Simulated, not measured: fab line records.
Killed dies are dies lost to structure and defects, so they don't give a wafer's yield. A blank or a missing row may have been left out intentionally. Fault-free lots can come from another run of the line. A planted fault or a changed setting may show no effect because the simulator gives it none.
A struck lot beside a sound one	flow gf180mcu	15 out of 602 route steps
Sound: wafers L385.2, L385.3, L385.4. The struck wafers were L401.1, L401.4. The cause is given at the end.
Each step with rows lists, per side, the tool, then ch with its chambers, then its first start. Under that, the readings that differ: sound wafers	struck wafers	difference of the means	sigmas: that difference in standard deviations of wafers without a fault.
alike: a reading whose means differ by less than 2 such deviations, as well as words and numbers matching on both sides. not compared: withheld readings; readings where some wafer has no value; bounds like >300 that might hide an equal value; numbers whose values overlap and for which the record gives no deviation.
The two part at a step that has a row with sigmas, a row that says differs or no value, or rows on one side only. Non-overlapping numbers with no deviation appear without sigmas and do not part them. Lack of a reading on every wafer of one side parts them only where that side has two or more wafers.

first, 6 steps without rows for these wafers: GF_TOP_METAL_HMDS_08 (prime time 60 s); GF_TOP_METAL_COAT_09 (resist thk 1500 nm); GF_TOP_METAL_SOFTBAKE_10 (time 60 s); GF_TOP_METAL_EXPOSE_11 (exposes mask MetalTop, target cd 440 nm); GF_TOP_METAL_PEB_12; GF_TOP_METAL_DEVELOP_13 (develop time 60 s).
GF_TOP_METAL_CD_MEAS_14 targets a cd of 440 nm.
  sound on cd_sem-02, day 28 20:47; struck on cd_sem-02, day 33 17:25
  alike: cd_nm
GF_TOP_METAL_OVL_MEAS_15:
  sound on overlay-02, day 28 20:53; struck on overlay-01, day 33 17:32
  alike: TOP_METAL_OVL
GF_TOP_METAL_METAL_ETCH_16: etches the open film in Cl2/BCl3, stops on SiO2, target depth 1197 nm, time 199.5 s.
  sound on rie_metal-04 ch 0,1, day 28 20:55; struck on rie_metal-04 ch 0,1, day 33 17:34
  alike: drypump_motor_current_A, oes_product_au, throttle_valve_pct
  not compared: rf_hours_counter_h
GF_TOP_METAL_STRIP_17: strips in O2/N2.
  sound on plasma_asher-02 ch 0,1, day 28 21:07; struck on plasma_asher-03 ch 0,1, day 33 17:46
  alike: drypump_motor_current_A, heater_power_w, oes_product_au, strip_time_to_endpoint_s
  not compared: rf_hours_counter_h
then, 2 steps without rows for these wafers: GF_TOP_METAL_STRIP_18 (strips in post etch residue remover, time 1200 s); GF_TOP_METAL_CLEAN_19 (cleans in DIW).
GF_PASSIVATION_CVD_00: deposits SiO2 from TEOS, target thk 1000 nm, time 111.95 s.
  sound on pecvd-02 ch 0,1,2, day 28 21:39; struck on pecvd-03 ch 1,2, day 33 18:17
reading	sound	struck	difference	sigmas
run_length_s (s)	140.4 139.5 140.0	170.2 171.7	+31.0	+70
model.SiO2_of_PASSIVATION_CVD_00.thk_nm (nm)	1005 1004 1020	1274 1303	+279	
  alike: heater_power_w
GF_PASSIVATION_THK_MEAS_01:
  sound on film_metro-02, day 28 21:44; struck on film_metro-02, day 33 18:22
reading	sound	struck	difference	sigmas
PASSIVATION_CVD_00_THK (nm)	1005 1004 1021	1274 1304	+279	+21
GF_PASSIVATION_CVD_02: deposits Si3N4, target thk 700 nm, time 486.18 s.
  sound on pecvd-03 ch 0,1, day 28 21:47; struck on pecvd-01 ch 1, day 33 18:26
  alike: heater_power_w, run_length_s

WHERE THEY PART
First at GF_PASSIVATION_CVD_00; last, within this record, at GF_PASSIVATION_THK_MEAS_01. Later steps at which nothing parts them and some readings are alike: GF_PASSIVATION_CVD_02.

WHY: the cause the simulator had injected
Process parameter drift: pecvd-03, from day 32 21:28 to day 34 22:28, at GF_PASSIVATION_CVD_00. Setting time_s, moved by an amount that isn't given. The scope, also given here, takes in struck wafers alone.
